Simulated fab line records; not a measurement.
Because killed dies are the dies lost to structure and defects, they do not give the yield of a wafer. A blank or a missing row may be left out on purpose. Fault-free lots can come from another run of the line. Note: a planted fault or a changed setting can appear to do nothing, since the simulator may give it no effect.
Struck lot and sound lot, side by side -- flow sfqLine -- 13 out of 325 route steps
Sound: these wafers, L603.2, L603.3, L603.5. Struck: wafers L609.2, L609.5, L609.6. The cause is given at the end.
Order at every step that has rows: each side's tool, ch and its chambers, its first start. Under that, the readings that differ: sound wafers -- struck wafers -- difference of the means -- sigmas: that difference in standard deviations of wafers without a fault.
alike: readings whose means differ by less than 2 such deviations, and words and numbers that are the same on both sides. not compared: withheld readings, readings that some wafer has no value for, bounds like >300 that may hide the same value, and numbers for which the record gives no deviation and whose values overlap.
The two part at a step that has a row with sigmas, a row that says differs or no value, or rows on one side only. Numbers that have no deviation but don't overlap get no sigmas and don't part them. A reading that every wafer of one side lacks parts them only if that side has two wafers or more.

first, 1 step without rows for these wafers: SFQ_TRILAYER_M4_DEP_PRE_CLEAN_092 (time 22.5 s).
SFQ_TRILAYER_M4_DEP_SPUTTER_091: material Nb, target thk 200 nm, time 133.3 s.
  struck on pvdSputter-05, day 53 21:19; sound on pvdSputter-03, day 51 22:38
  alike: chamberPressurePa, throttleValvePct
SFQ_M4_RS_MEAS_924: measures by four-point-probe.
  struck on filmMetro-01, day 53 21:26; sound on filmMetro-01, day 51 22:45
  alike: M4_NB_RS
then, 6 steps without rows for these wafers: SFQ_TRILAYER_M4_LITHO_COAT_098 (resist thk 62 nm); SFQ_TRILAYER_M4_LITHO_COAT_093 (resist thk 600 nm); SFQ_TRILAYER_M4_LITHO_SOFTBAKE_097; SFQ_TRILAYER_M4_LITHO_EXPOSE_094 (exposes mask M4, target cd 500 nm); SFQ_TRILAYER_M4_LITHO_PEB_096 (peb time 60 s); SFQ_TRILAYER_M4_LITHO_DEVELOP_095 (time 60 s).
-- the record jumps here: 6 days lie between the struck wafers' starts before and after --
SFQ_M4_OVL_MEAS_926:
  struck on overlay-02, day 59 11:17; sound on overlay-01, day 52 04:53
  alike: M4_OVL
SFQ_TRILAYER_M4_BARC_OPEN_METAL_ETCH_123: etches BARC in O2, target depth 125 nm, time 41.7 s.
  sound on rieMetal-02 ch 0,1, day 52 04:55; struck on rieMetal-03 ch 0,1, day 59 11:19
  alike: drypumpMotorCurrentA, oesProductAu
  not compared: rfHoursCounterH
SFQ_TRILAYER_M4_ETCH_METAL_ETCH_096: etches Nb in Cl2/Ar, stops on SiO2, target depth 240 nm, time 120 s.
  sound on rieMetal-02 ch 0,1, day 52 04:59; struck on rieMetal-03 ch 0,1, day 59 11:22
reading,sound,struck,difference,sigmas
model.KrF_of_TRILAYER_M4_LITHO_COAT_093.thkNm (nm),380.1 382.6 381.9,334.5 334.4 332.3,-47.8,
model.M4.featureDepthNm (nm),200.2 198.6 201.2,206.7 208.2 208.6,+7.8,
model.SiO2_of_TRILAYER_I3_DEP_PECVD_081.thkNm (nm),189.7 190.5 189.9,184.1 185.2 184.6,-5.4,
  alike: drypumpMotorCurrentA, oesProductAu
  not compared: rfHoursCounterH
SFQ_TRILAYER_M4_STRIP_STRIP_097: strips in O2.
  sound on rieMetal-02 ch 0,1, day 52 05:07; struck on rieMetal-03 ch 0,1, day 59 11:30
reading,sound,struck,difference,sigmas
oesProductAu (a.u.),0.984 0.981 0.992,0.997 0.999 1.003,+0.014,+2
  alike: drypumpMotorCurrentA
  not compared: rfHoursCounterH

WHERE THEY PART
At SFQ_TRILAYER_M4_STRIP_STRIP_097 and nowhere else, as far as this record goes.

WHY: the cause the simulator had injected
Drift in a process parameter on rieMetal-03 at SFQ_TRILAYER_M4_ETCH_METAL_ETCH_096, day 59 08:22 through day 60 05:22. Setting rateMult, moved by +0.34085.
